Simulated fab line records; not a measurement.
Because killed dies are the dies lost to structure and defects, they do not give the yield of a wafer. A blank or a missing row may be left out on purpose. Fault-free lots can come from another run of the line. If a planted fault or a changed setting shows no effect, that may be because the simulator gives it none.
Split-lot experiment :: flow sfq_line :: route with 325 steps; 5 lots, 18 wafers read

THE SPLIT
At SFQ_TRILAYER_M4_LITHO_COAT_093 (resist thk 600 nm), the setting spin_rpm was moved away from the recipe's 3000 rpm on 7 of the 18 wafers read, by -7.0% to +5.3%. The other wafers ran this setting at the recipe's value.

FROM THE SPLIT TO THE READING: what the file shows between them, 4 steps
- SFQ_TRILAYER_M4_LITHO_SOFTBAKE_097
- SFQ_TRILAYER_M4_LITHO_EXPOSE_094: exposes mask M4, target cd 500 nm
- SFQ_TRILAYER_M4_LITHO_DEVELOP_095: time 60 s
- SFQ_TRILAYER_M4_BARC_OPEN_METAL_ETCH_123: etches BARC in O2, target depth 125 nm, time 41.7 s

THE READING
KrF_of_TRILAYER_M4_LITHO_COAT_093.thk_nm (the simulator's own value, which no gauge read), in nm, at SFQ_TRILAYER_M4_ETCH_METAL_ETCH_096 (etches Nb in Cl2/Ar, stops on SiO2, target depth 240 nm, time 120 s). The file does not state a usual value for it. The 11 wafers here that ran the recipe average 379.2 nm, standard deviation 5.8 nm.

wafer: L077.4
tool, chamber at the split: litho_track-03, 0
spin_rpm as run, rpm: 3000
against the recipe: recipe
KrF_of_TRILAYER_M4_LITHO_COAT_093.thk_nm, nm: 384.9
against lot-mates on the recipe: -

wafer: L077.6
tool, chamber at the split: litho_track-03, 0
spin_rpm as run, rpm: 3133
against the recipe: +4.4%
KrF_of_TRILAYER_M4_LITHO_COAT_093.thk_nm, nm: 368.3
against lot-mates on the recipe: -16.6

wafer: L079.1
tool, chamber at the split: litho_track-01, 0
spin_rpm as run, rpm: 3158
against the recipe: +5.3%
KrF_of_TRILAYER_M4_LITHO_COAT_093.thk_nm, nm: 375.1
against lot-mates on the recipe: -14.1

wafer: L079.2
tool, chamber at the split: litho_track-01, 0
spin_rpm as run, rpm: 3000
against the recipe: recipe
KrF_of_TRILAYER_M4_LITHO_COAT_093.thk_nm, nm: 386.8
against lot-mates on the recipe: -

wafer: L079.3
tool, chamber at the split: litho_track-01, 0
spin_rpm as run, rpm: 3158
against the recipe: +5.3%
KrF_of_TRILAYER_M4_LITHO_COAT_093.thk_nm, nm: 369.8
against lot-mates on the recipe: -19.4

wafer: L079.4
tool, chamber at the split: litho_track-01, 0
spin_rpm as run, rpm: 3158
against the recipe: +5.3%
KrF_of_TRILAYER_M4_LITHO_COAT_093.thk_nm, nm: 375.4
against lot-mates on the recipe: -13.9

wafer: L079.6
tool, chamber at the split: litho_track-01, 0
spin_rpm as run, rpm: 3000
against the recipe: recipe
KrF_of_TRILAYER_M4_LITHO_COAT_093.thk_nm, nm: 391.7
against lot-mates on the recipe: -

wafer: L080.2
tool, chamber at the split: litho_track-01, 0
spin_rpm as run, rpm: 3000
against the recipe: recipe
KrF_of_TRILAYER_M4_LITHO_COAT_093.thk_nm, nm: 378.4
against lot-mates on the recipe: -

wafer: L080.3
tool, chamber at the split: litho_track-01, 0
spin_rpm as run, rpm: 3000
against the recipe: recipe
KrF_of_TRILAYER_M4_LITHO_COAT_093.thk_nm, nm: 373.4
against lot-mates on the recipe: -

wafer: L080.4
tool, chamber at the split: litho_track-01, 0
spin_rpm as run, rpm: 2791
against the recipe: -7.0%
KrF_of_TRILAYER_M4_LITHO_COAT_093.thk_nm, nm: 399.3
against lot-mates on the recipe: +23.4

wafer: L081.1
tool, chamber at the split: litho_track-03, 0
spin_rpm as run, rpm: 3000
against the recipe: recipe
KrF_of_TRILAYER_M4_LITHO_COAT_093.thk_nm, nm: 376.5
against lot-mates on the recipe: -

wafer: L081.4
tool, chamber at the split: litho_track-03, 0
spin_rpm as run, rpm: 3000
against the recipe: recipe
KrF_of_TRILAYER_M4_LITHO_COAT_093.thk_nm, nm: 374.1
against lot-mates on the recipe: -

wafer: L081.5
tool, chamber at the split: litho_track-03, 0
spin_rpm as run, rpm: 3000
against the recipe: recipe
KrF_of_TRILAYER_M4_LITHO_COAT_093.thk_nm, nm: 377.7
against lot-mates on the recipe: -

wafer: L085.2
tool, chamber at the split: litho_track-03, 0
spin_rpm as run, rpm: 3000
against the recipe: recipe
KrF_of_TRILAYER_M4_LITHO_COAT_093.thk_nm, nm: 378.7
against lot-mates on the recipe: -

wafer: L085.3
tool, chamber at the split: litho_track-03, 0
spin_rpm as run, rpm: 3000
against the recipe: recipe
KrF_of_TRILAYER_M4_LITHO_COAT_093.thk_nm, nm: 372.8
against lot-mates on the recipe: -

wafer: L085.4
tool, chamber at the split: litho_track-03, 0
spin_rpm as run, rpm: 3131
against the recipe: +4.4%
KrF_of_TRILAYER_M4_LITHO_COAT_093.thk_nm, nm: 362.3
against lot-mates on the recipe: -13.8

wafer: L085.5
tool, chamber at the split: litho_track-03, 0
spin_rpm as run, rpm: 3000
against the recipe: recipe
KrF_of_TRILAYER_M4_LITHO_COAT_093.thk_nm, nm: 376.7
against lot-mates on the recipe: -

wafer: L085.6
tool, chamber at the split: litho_track-03, 0
spin_rpm as run, rpm: 3131
against the recipe: +4.4%
KrF_of_TRILAYER_M4_LITHO_COAT_093.thk_nm, nm: 361.1
against lot-mates on the recipe: -15.0

THE FIT
A straight line over all 18 wafers: KrF_of_TRILAYER_M4_LITHO_COAT_093.thk_nm changes by -2.34 nm for each +1% of spin_rpm; r = -0.77; the points scatter about the line by 6.3 nm.
The same after taking each lot's own level away (the mean of its wafers on the recipe; 18 wafers): -3.24 nm for each +1%; r = -0.98; scatter 2.2 nm.
The reading moves by 23 nm for the largest change in spin_rpm, on that fit.
From 375.90 to 389.25 nm: that is the span of the lots' own levels, equal to 2.3 times the standard deviation above.
So the lot-to-lot level blurs the effect unless lot-mates are compared.
Check: with one of the wafers moved furthest among these (-7.0%) left out of the fit, the line predicts +22.1 nm for it against its lot-mates. It came out at +23.4 nm against them.

FURTHER SPLITS ON THESE WAFERS
Before the reading, these wafers also passed through other splits. Each is held against what the fit with the lots' levels taken away leaves over:
other split on the same wafers: SFQ_TRILAYER_M2_LITHO_COAT_057 spin_rpm
wafers away from the commonest value: 3
r with KrF_of_TRILAYER_M4_LITHO_COAT_093.thk_nm (lot level and that fit taken away): -0.23

other split on the same wafers: SFQ_TRILAYER_M3_LITHO_COAT_080 spin_rpm
wafers away from the commonest value: 4
r with KrF_of_TRILAYER_M4_LITHO_COAT_093.thk_nm (lot level and that fit taken away): -0.20

other split on the same wafers: SFQ_TRILAYER_M4_DEP_SPUTTER_091 power_w
wafers away from the commonest value: 2
r with KrF_of_TRILAYER_M4_LITHO_COAT_093.thk_nm (lot level and that fit taken away): -0.02

THE WHOLE CHAIN: every reading that the file lists as answering this split, in the file's order
step: SFQ_TRILAYER_M4_LITHO_COAT_093
what it does: resist thk 600 nm
reading: KrF_of_TRILAYER_M4_LITHO_COAT_093.thk_nm (the simulator's own value, which no gauge read)
change (the file's fit): -3.07 nm for each +1% of the setting
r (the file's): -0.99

step: SFQ_TRILAYER_M4_BARC_OPEN_METAL_ETCH_123
what it does: etches BARC in O2, target depth 125 nm, time 41.7 s
reading: KrF_of_TRILAYER_M4_LITHO_COAT_093.thk_nm (the simulator's own value, which no gauge read)
change (the file's fit): -3.05 nm for each +1% of the setting
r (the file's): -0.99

step: SFQ_TRILAYER_M4_ETCH_METAL_ETCH_096
what it does: etches Nb in Cl2/Ar, stops on SiO2, target depth 240 nm, time 120 s
reading: KrF_of_TRILAYER_M4_LITHO_COAT_093.thk_nm (the simulator's own value, which no gauge read)
change (the file's fit): -3.26 nm for each +1% of the setting
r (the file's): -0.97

FILE'S OWN FIT
KrF_of_TRILAYER_M4_LITHO_COAT_093.thk_nm changes by -3.26 nm for each +1% of spin_rpm, r = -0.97.
